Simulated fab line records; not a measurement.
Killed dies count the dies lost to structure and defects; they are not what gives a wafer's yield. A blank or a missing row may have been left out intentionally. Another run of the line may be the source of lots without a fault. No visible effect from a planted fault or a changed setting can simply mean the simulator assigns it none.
What tool caused it? + flow sky130 + 24 lots with 72 wafers sampled at 4 steps, on a route of 708 steps

== WHAT THE GAUGES READ, wafer by wafer ==
SKY_METAL2_OVL_MEAS_16.
| lot  | measured     | on         | METAL2_OVL (nm) |
|------|--------------|------------|-----------------|
| L074 | day 35 13:50 | overlay-02 | -13 -20 -21     |
| L075 | day 35 15:05 | overlay-01 | -7 -1 3         |
| L076 | day 35 21:08 | overlay-01 | -8 -5 -4        |
| L077 | day 36 07:40 | overlay-01 | -2 -8 -4        |
| L078 | day 36 18:56 | overlay-01 | 3 -3 7          |
| L079 | day 36 23:55 | overlay-01 | 5 3 7           |
| L080 | day 37 00:16 | overlay-01 | -6 -2 -2        |
| L081 | day 37 10:01 | overlay-01 | -1 -3 -4        |
| L082 | day 37 19:59 | overlay-01 | -8 4 -2         |
| L083 | day 38 02:26 | overlay-02 | -3 -15 -10      |
| L084 | day 38 08:39 | overlay-02 | -2 3 0          |
| L085 | day 38 13:29 | overlay-02 | -8 0 10         |
| L086 | day 38 19:35 | overlay-01 | -9 -7 -6        |
| L089 | day 40 11:08 | overlay-01 | 6 10 13         |
| L087 | day 40 12:55 | overlay-01 | -6 -8 -8        |
| L088 | day 40 13:17 | overlay-01 | -4 1 -5         |
| L090 | day 40 13:38 | overlay-02 | 4 3 3           |
| L091 | day 40 14:35 | overlay-02 | -1 -5 -4        |
| L092 | day 40 16:32 | overlay-02 | 0 -5 4          |
| L093 | day 40 20:44 | overlay-01 | 5 6 3           |
| L094 | day 41 00:47 | overlay-01 | 13 13 8         |
| L095 | day 41 17:02 | overlay-02 | -4 -7 -3        |
| L096 | day 41 23:24 | overlay-01 | 4 -6 4          |
| L097 | day 42 06:59 | overlay-01 | -5 -11 -2       |

SKY_VIA2_BOW_MEAS_03.
| lot  | measured     | on            | VIA2_BOW (um) |
|------|--------------|---------------|---------------|
| L074 | day 35 15:08 | film-metro-02 | 87 91 96      |
| L075 | day 35 16:23 | film-metro-01 | 99 82 93      |
| L076 | day 35 22:26 | film-metro-01 | 88 100 92     |
| L077 | day 36 09:04 | film-metro-04 | 84 71 81      |
| L078 | day 36 20:16 | film-metro-02 | 87 82 93      |
| L079 | day 37 01:14 | film-metro-01 | 91 95 78      |
| L080 | day 37 01:35 | film-metro-04 | 89 89 85      |
| L081 | day 37 11:28 | film-metro-04 | 84 90 93      |
| L082 | day 37 21:19 | film-metro-02 | 94 94 88      |
| L083 | day 38 04:02 | film-metro-04 | 88 75 94      |
| L084 | day 38 09:59 | film-metro-04 | 71 91 80      |
| L085 | day 38 14:49 | film-metro-04 | 92 93 76      |
| L086 | day 38 20:53 | film-metro-01 | 88 71 90      |
| L089 | day 40 12:27 | film-metro-04 | 90 92 91      |
| L087 | day 40 14:13 | film-metro-01 | 87 108 93     |
| L088 | day 40 14:36 | film-metro-01 | 74 84 89      |
| L090 | day 40 14:56 | film-metro-02 | 83 92 86      |
| L091 | day 40 16:01 | film-metro-01 | 80 84 80      |
| L092 | day 40 17:55 | film-metro-04 | 88 77 90      |
| L093 | day 40 22:02 | film-metro-01 | 78 92 89      |
| L094 | day 41 02:07 | film-metro-04 | 92 98 98      |
| L095 | day 41 18:55 | film-metro-02 | 81 80 83      |
| L096 | day 42 00:45 | film-metro-02 | 90 86 88      |
| L097 | day 42 08:17 | film-metro-01 | 86 68 85      |

SKY_VIA3_THK_MEAS_23: measures by xrf.
| lot  | measured     | on            | VIA3_W_THK (nm) |
|------|--------------|---------------|-----------------|
| L074 | day 40 01:11 | film-metro-01 | 404 395 419     |
| L075 | day 40 03:01 | film-metro-03 | 397 397 392     |
| L076 | day 40 08:28 | film-metro-03 | 401 396 393     |
| L077 | day 40 19:35 | film-metro-03 | 395 394 398     |
| L078 | day 41 05:35 | film-metro-02 | 419 424 405     |
| L079 | day 41 10:10 | film-metro-03 | 401 399 391     |
| L080 | day 41 10:59 | film-metro-03 | 420 400 399     |
| L081 | day 41 21:25 | film-metro-01 | 399 399 398     |
| L082 | day 42 03:04 | film-metro-02 | 421 424 397     |
| L083 | day 42 12:53 | film-metro-02 | 391 392 387     |
| L084 | day 42 17:59 | film-metro-01 | 420 412 399     |
| L085 | day 42 22:19 | film-metro-03 | 397 396 410     |
| L086 | day 43 04:22 | film-metro-02 | 418 401 398     |
| L089 | day 44 16:37 | film-metro-03 | 393 394 397     |
| L087 | day 44 19:38 | film-metro-02 | 386 400 398     |
| L088 | day 44 20:14 | film-metro-03 | 406 420 406     |
| L090 | day 44 20:31 | film-metro-01 | 394 405 395     |
| L091 | day 44 21:43 | film-metro-01 | 420 403 405     |
| L092 | day 44 22:28 | film-metro-01 | 404 421 423     |
| L093 | day 44 23:54 | film-metro-03 | 408 390 399     |
| L094 | day 45 03:46 | film-metro-02 | 394 383 394     |
| L095 | day 45 21:55 | film-metro-02 | 388 402 404     |
| L096 | day 46 00:43 | film-metro-02 | 403 399 393     |
| L097 | day 46 07:25 | film-metro-02 | 399 413 401     |

== TOOL THAT RAN EACH LOT (tool first, then ch and the chambers of the sampled wafers, then the start) ==
| lot  | SKY_CONTACT_ETCH_17                |
|------|------------------------------------|
| L074 | rie-diel-04 ch 1,2,3, day 31 16:22 |
| L075 | rie-diel-03 ch 0,1, day 32 00:59   |
| L076 | rie-diel-02 ch 1,3, day 32 08:52   |
| L077 | rie-diel-02 ch 0,1,3, day 32 20:46 |
| L078 | rie-diel-03 ch 1,2, day 33 07:26   |
| L079 | rie-diel-03 ch 0,1,2, day 33 10:53 |
| L080 | rie-diel-03 ch 0,2,3, day 33 11:35 |
| L081 | rie-diel-03 ch 1,2, day 33 22:01   |
| L082 | rie-diel-03 ch 0,1,2, day 34 08:49 |
| L083 | rie-diel-02 ch 1,2,3, day 34 14:34 |
| L084 | rie-diel-03 ch 0,1,2, day 34 20:56 |
| L085 | rie-diel-02 ch 1,2, day 35 03:01   |
| L086 | rie-diel-03 ch 1,2,3, day 35 08:40 |
| L089 | rie-diel-02 ch 0,3, day 37 02:58   |
| L087 | rie-diel-02 ch 2,3, day 37 04:20   |
| L088 | rie-diel-04 ch 0,2,3, day 37 04:49 |
| L090 | rie-diel-03 ch 1,2, day 37 05:02   |
| L091 | rie-diel-04 ch 0,1,3, day 37 05:34 |
| L092 | rie-diel-02 ch 1,2, day 37 08:17   |
| L093 | rie-diel-04 ch 0,1,3, day 37 13:10 |
| L094 | rie-diel-04 ch 0,3, day 37 18:53   |
| L095 | rie-diel-03 ch 0,3, day 38 09:13   |
| L096 | rie-diel-03 ch 0,3, day 38 15:43   |
| L097 | rie-diel-03 ch 1,2,3, day 39 00:35 |
- SKY_CONTACT_ETCH_17: etches SiO2 in C4F8/O2/Ar, stops on Si3N4, target depth 340 nm.

== WHAT THE TOOLS THEMSELVES READ (means of the sampled wafers that have a number; where no wafer has one, the mark that the record gives instead) ==
SKY_CONTACT_ETCH_17.
| lot  | tool        | oes-product-au (a.u.) |
|------|-------------|-----------------------|
| L074 | rie-diel-04 | 0.887                 |
| L075 | rie-diel-03 | 0.890                 |
| L076 | rie-diel-02 | 0.891                 |
| L077 | rie-diel-02 | 0.890                 |
| L078 | rie-diel-03 | 0.893                 |
| L079 | rie-diel-03 | 0.889                 |
| L080 | rie-diel-03 | 0.892                 |
| L081 | rie-diel-03 | 0.893                 |
| L082 | rie-diel-03 | 0.891                 |
| L083 | rie-diel-02 | 0.892                 |
| L084 | rie-diel-03 | 0.890                 |
| L085 | rie-diel-02 | 0.887                 |
| L086 | rie-diel-03 | 0.889                 |
| L089 | rie-diel-02 | 0.892                 |
| L087 | rie-diel-02 | 0.891                 |
| L088 | rie-diel-04 | 0.891                 |
| L090 | rie-diel-03 | 0.889                 |
| L091 | rie-diel-04 | 0.888                 |
| L092 | rie-diel-02 | 0.893                 |
| L093 | rie-diel-04 | 0.891                 |
| L094 | rie-diel-04 | 0.890                 |
| L095 | rie-diel-03 | 0.888                 |
| L096 | rie-diel-03 | 0.889                 |
| L097 | rie-diel-03 | 0.889                 |

== THE ANSWER, worked out from the rows above alone ==
Rule: usual is defined by the lots themselves. Put in order of their means at a reading, lots are off if they are a third of the lots or fewer, leave a main group of 4 or more, and stand apart from it by a gap of 3 or more times the standard deviation of the main group's means; of several such gaps the widest counts. The tables above print the reading to a certain number of digits; a main group whose means all agree to those digits is not used. Also off: a lot with no number at a reading for which 4 or more lots have one. Where the step has rows for the other lots, those lots are counted as sound. After the gauges, taken in route order, come the tools' own readings; for these a lot's mean is taken, as printed above. At the first step where some lot is off, the reading lying furthest off is the one used; lots without a number count as furthest.
Across all readings shown, no lot is off: no conclusion can be drawn from this.

== WHAT THE SIMULATOR PUT IN ==
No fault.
